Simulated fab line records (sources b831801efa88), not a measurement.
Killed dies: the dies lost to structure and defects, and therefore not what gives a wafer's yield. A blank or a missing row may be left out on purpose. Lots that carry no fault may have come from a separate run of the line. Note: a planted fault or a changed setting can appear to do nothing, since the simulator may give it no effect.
Which of the tools did it? || flow gf180mcu || Sampling: 13 lots, 39 wafers, 4 of 602 route steps

WHAT THE GAUGES SHOWED, per wafer
GF_CONTACT_CD_MEAS_14 targets a cd of 220 nm.
{"lot": "L969", "measured": "day 16 01:13", "on": "cd-sem-01", "cd-nm (nm)": "220.9 219.7 220.5"}
{"lot": "L970", "measured": "day 16 08:02", "on": "cd-sem-02", "cd-nm (nm)": "218.6 219.7 219.1"}
{"lot": "L971", "measured": "day 16 22:25", "on": "cd-sem-01", "cd-nm (nm)": "219.1 219.5 220.3"}
{"lot": "L972", "measured": "day 17 03:37", "on": "cd-sem-01", "cd-nm (nm)": "221.8 223.2 223.4"}
{"lot": "L973", "measured": "day 17 13:33", "on": "cd-sem-01", "cd-nm (nm)": "220.4 219.3 219.6"}
{"lot": "L974", "measured": "day 18 00:20", "on": "cd-sem-01", "cd-nm (nm)": "220.0 220.9 220.7"}
{"lot": "L975", "measured": "day 18 02:26", "on": "cd-sem-01", "cd-nm (nm)": "220.1 220.8 219.1"}
{"lot": "L977", "measured": "day 19 00:08", "on": "cd-sem-01", "cd-nm (nm)": "219.5 218.9 220.4"}
{"lot": "L980", "measured": "day 20 08:20", "on": "cd-sem-01", "cd-nm (nm)": "218.9 218.7 218.5"}
{"lot": "L989", "measured": "day 23 09:46", "on": "cd-sem-02", "cd-nm (nm)": "227.2 230.0 228.2"}
{"lot": "L990", "measured": "day 23 13:09", "on": "cd-sem-02", "cd-nm (nm)": "227.9 228.3 228.5"}
{"lot": "L991", "measured": "day 23 20:29", "on": "cd-sem-01", "cd-nm (nm)": "219.3 218.2 219.0"}
{"lot": "L992", "measured": "day 24 13:31", "on": "cd-sem-02", "cd-nm (nm)": "218.7 220.2 220.0"}

TOOL THAT RAN EACH LOT (tool first, then ch and the chambers of the sampled wafers, then the start)
{"lot": "L969", "GF_SALICIDE_RTA_06": "rtp-anneal-02 ch 0, day 15 02:25", "GF_CONTACT_CVD_02": "pecvd-04 ch 0,2, day 15 02:55", "GF_CONTACT_EXPOSE_11": "krf-scanner-02 ch 0, day 15 13:46"}
{"lot": "L970", "GF_SALICIDE_RTA_06": "rtp-anneal-01 ch 0, day 15 08:37", "GF_CONTACT_CVD_02": "pecvd-04 ch 0,1, day 15 09:02", "GF_CONTACT_EXPOSE_11": "krf-scanner-01 ch 0, day 15 21:22"}
{"lot": "L971", "GF_SALICIDE_RTA_06": "rtp-anneal-02 ch 0, day 15 23:13", "GF_CONTACT_CVD_02": "pecvd-02 ch 0,1,2, day 15 23:36", "GF_CONTACT_EXPOSE_11": "krf-scanner-02 ch 0, day 16 11:11"}
{"lot": "L972", "GF_SALICIDE_RTA_06": "rtp-anneal-01 ch 0, day 16 04:10", "GF_CONTACT_CVD_02": "pecvd-03 ch 0,1,2, day 16 04:33", "GF_CONTACT_EXPOSE_11": "krf-scanner-02 ch 0, day 16 16:16"}
{"lot": "L973", "GF_SALICIDE_RTA_06": "rtp-anneal-01 ch 0, day 16 13:52", "GF_CONTACT_CVD_02": "pecvd-03 ch 0,1, day 16 14:16", "GF_CONTACT_EXPOSE_11": "krf-scanner-02 ch 0, day 17 02:13"}
{"lot": "L974", "GF_SALICIDE_RTA_06": "rtp-anneal-02 ch 0, day 17 00:10", "GF_CONTACT_CVD_02": "pecvd-02 ch 0,1, day 17 00:39", "GF_CONTACT_EXPOSE_11": "krf-scanner-01 ch 0, day 17 12:43"}
{"lot": "L975", "GF_SALICIDE_RTA_06": "rtp-anneal-01 ch 0, day 17 02:00", "GF_CONTACT_CVD_02": "pecvd-04 ch 0,1,2, day 17 02:31", "GF_CONTACT_EXPOSE_11": "krf-scanner-01 ch 0, day 17 14:39"}
{"lot": "L977", "GF_SALICIDE_RTA_06": "rtp-anneal-01 ch 0, day 17 23:41", "GF_CONTACT_CVD_02": "pecvd-03 ch 0,1, day 18 00:05", "GF_CONTACT_EXPOSE_11": "krf-scanner-02 ch 0, day 18 12:22"}
{"lot": "L980", "GF_SALICIDE_RTA_06": "rtp-anneal-01 ch 0, day 19 06:39", "GF_CONTACT_CVD_02": "pecvd-04 ch 0,1,2, day 19 07:03", "GF_CONTACT_EXPOSE_11": "krf-scanner-02 ch 0, day 19 19:58"}
{"lot": "L989", "GF_SALICIDE_RTA_06": "rtp-anneal-02 ch 0, day 22 09:38", "GF_CONTACT_CVD_02": "pecvd-03 ch 0,1,2, day 22 10:02", "GF_CONTACT_EXPOSE_11": "krf-scanner-01 ch 0, day 22 22:31"}
{"lot": "L990", "GF_SALICIDE_RTA_06": "rtp-anneal-02 ch 0, day 22 13:43", "GF_CONTACT_CVD_02": "pecvd-04 ch 0,1, day 22 14:07", "GF_CONTACT_EXPOSE_11": "krf-scanner-01 ch 0, day 23 01:57"}
{"lot": "L991", "GF_SALICIDE_RTA_06": "rtp-anneal-01 ch 0, day 22 21:12", "GF_CONTACT_CVD_02": "pecvd-02 ch 0,2, day 22 21:35", "GF_CONTACT_EXPOSE_11": "krf-scanner-02 ch 0, day 23 09:53"}
{"lot": "L992", "GF_SALICIDE_RTA_06": "rtp-anneal-02 ch 0, day 23 14:20", "GF_CONTACT_CVD_02": "pecvd-04 ch 0,1,2, day 23 14:43", "GF_CONTACT_EXPOSE_11": "krf-scanner-02 ch 0, day 24 02:43"}
- GF_SALICIDE_RTA_06: time 30 s.
- GF_CONTACT_CVD_02: deposits SiO2 from TEOS, target thk 860 nm, time 95.992 s.
- GF_CONTACT_EXPOSE_11: exposes mask Contact, target cd 220 nm.

AS READ BY THE TOOLS THEMSELVES (means over the sampled wafers that have a number; for cases with no such wafer, the mark the record gives instead)
GF_SALICIDE_RTA_06.
{"lot": "L969", "tool": "rtp-anneal-02", "lamp-power-pct (%)": 5.55, "wafer_temp_C_max": 532.4}
{"lot": "L970", "tool": "rtp-anneal-01", "lamp-power-pct (%)": 5.87, "wafer_temp_C_max": 531.1}
{"lot": "L971", "tool": "rtp-anneal-02", "lamp-power-pct (%)": 5.54, "wafer_temp_C_max": 532.0}
{"lot": "L972", "tool": "rtp-anneal-01", "lamp-power-pct (%)": 5.86, "wafer_temp_C_max": 532.5}
{"lot": "L973", "tool": "rtp-anneal-01", "lamp-power-pct (%)": 5.87, "wafer_temp_C_max": 531.8}
{"lot": "L974", "tool": "rtp-anneal-02", "lamp-power-pct (%)": 5.55, "wafer_temp_C_max": 532.5}
{"lot": "L975", "tool": "rtp-anneal-01", "lamp-power-pct (%)": 5.87, "wafer_temp_C_max": 532.6}
{"lot": "L977", "tool": "rtp-anneal-01", "lamp-power-pct (%)": 5.87, "wafer_temp_C_max": 532.0}
{"lot": "L980", "tool": "rtp-anneal-01", "lamp-power-pct (%)": 5.86, "wafer_temp_C_max": 531.7}
{"lot": "L989", "tool": "rtp-anneal-02", "lamp-power-pct (%)": 5.55, "wafer_temp_C_max": 532.2}
{"lot": "L990", "tool": "rtp-anneal-02", "lamp-power-pct (%)": 5.55, "wafer_temp_C_max": 532.2}
{"lot": "L991", "tool": "rtp-anneal-01", "lamp-power-pct (%)": 5.86, "wafer_temp_C_max": 531.9}
{"lot": "L992", "tool": "rtp-anneal-02", "lamp-power-pct (%)": 5.54, "wafer_temp_C_max": 531.6}

GF_CONTACT_CVD_02.
{"lot": "L969", "tool": "pecvd-04", "heater-power-w (W)": 587}
{"lot": "L970", "tool": "pecvd-04", "heater-power-w (W)": 559}
{"lot": "L971", "tool": "pecvd-02", "heater-power-w (W)": 678}
{"lot": "L972", "tool": "pecvd-03", "heater-power-w (W)": 659}
{"lot": "L973", "tool": "pecvd-03", "heater-power-w (W)": 551}
{"lot": "L974", "tool": "pecvd-02", "heater-power-w (W)": 714}
{"lot": "L975", "tool": "pecvd-04", "heater-power-w (W)": 547}
{"lot": "L977", "tool": "pecvd-03", "heater-power-w (W)": 515}
{"lot": "L980", "tool": "pecvd-04", "heater-power-w (W)": 587}
{"lot": "L989", "tool": "pecvd-03", "heater-power-w (W)": 549}
{"lot": "L990", "tool": "pecvd-04", "heater-power-w (W)": 671}
{"lot": "L991", "tool": "pecvd-02", "heater-power-w (W)": 625}
{"lot": "L992", "tool": "pecvd-04", "heater-power-w (W)": 557}

GF_CONTACT_EXPOSE_11.
{"lot": "L969", "tool": "krf-scanner-02", "exposure-dose-mJ-cm2": 37.97, "stage-vel-mm-s (mm/s)": 500.01}
{"lot": "L970", "tool": "krf-scanner-01", "exposure-dose-mJ-cm2": 38.01, "stage-vel-mm-s (mm/s)": 500.16}
{"lot": "L971", "tool": "krf-scanner-02", "exposure-dose-mJ-cm2": 37.95, "stage-vel-mm-s (mm/s)": 500.42}
{"lot": "L972", "tool": "krf-scanner-02", "exposure-dose-mJ-cm2": 38.04, "stage-vel-mm-s (mm/s)": 500.17}
{"lot": "L973", "tool": "krf-scanner-02", "exposure-dose-mJ-cm2": 37.98, "stage-vel-mm-s (mm/s)": 500.01}
{"lot": "L974", "tool": "krf-scanner-01", "exposure-dose-mJ-cm2": 38.02, "stage-vel-mm-s (mm/s)": 500.04}
{"lot": "L975", "tool": "krf-scanner-01", "exposure-dose-mJ-cm2": 37.98, "stage-vel-mm-s (mm/s)": 499.81}
{"lot": "L977", "tool": "krf-scanner-02", "exposure-dose-mJ-cm2": 37.99, "stage-vel-mm-s (mm/s)": 500.04}
{"lot": "L980", "tool": "krf-scanner-02", "exposure-dose-mJ-cm2": 38.05, "stage-vel-mm-s (mm/s)": 499.87}
{"lot": "L989", "tool": "krf-scanner-01", "exposure-dose-mJ-cm2": 40.06, "stage-vel-mm-s (mm/s)": 500.35}
{"lot": "L990", "tool": "krf-scanner-01", "exposure-dose-mJ-cm2": 40.13, "stage-vel-mm-s (mm/s)": 500.10}
{"lot": "L991", "tool": "krf-scanner-02", "exposure-dose-mJ-cm2": 38.00, "stage-vel-mm-s (mm/s)": 500.08}
{"lot": "L992", "tool": "krf-scanner-02", "exposure-dose-mJ-cm2": 37.95, "stage-vel-mm-s (mm/s)": 500.16}

THE ANSWER, worked out from the rows above alone
Rule: the usual values come from the lots themselves. Put in order of their means at a reading, lots are off if they are a third of the lots or fewer, leave a main group of 4 or more, and stand apart from it by a gap of 3 or more times the standard deviation of the main group's means; of several such gaps the widest counts. Not used: any main group whose means are identical at the precision the tables above print for the reading. Also off: a lot with no number at a reading for which 4 or more lots have one. All remaining lots with rows at the step are treated as sound. First the gauges in route order, then the tools' own readings, where a lot's mean is used as printed above. The first step at which some lot is off is used, and at that step the reading that is off furthest; a lot without a number counts as furthest.
Off at GF_CONTACT_CD_MEAS_14 (cd-nm): L989, L990. Main group: mean 219.9 nm, sd 1.1.
A tool fits if, at a process step before that reading, it ran every lot that is off, and no sound lot after the first of them. The gauges at GF_CONTACT_CD_MEAS_14 aren't tried: what is off there is off at GF_CONTACT_EXPOSE_11 too, on other tools, and a gauge's error can't cause that. One candidate fits, namely krf-scanner-01 at GF_CONTACT_EXPOSE_11. Its last sound lot is L975 (day 17 14:39), its first lot that is off L989 (day 22 22:31): a fault that began between those two fits.
The tool's own readings at GF_CONTACT_EXPOSE_11 bear it out: on the lots that are off they differ by more than 5 times the standard deviation of the sound lots' means. exposure-dose-mJ-cm2 reads 40.09 there against 37.99 on the sound lots.

WHAT THE SIMULATOR HAD INSERTED
Process parameters drifting: krf-scanner-01 at GF_CONTACT_EXPOSE_11, beginning at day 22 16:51. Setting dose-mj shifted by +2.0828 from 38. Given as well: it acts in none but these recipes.
Shown lots that were struck: L989, L990. The same result came from the rule above.
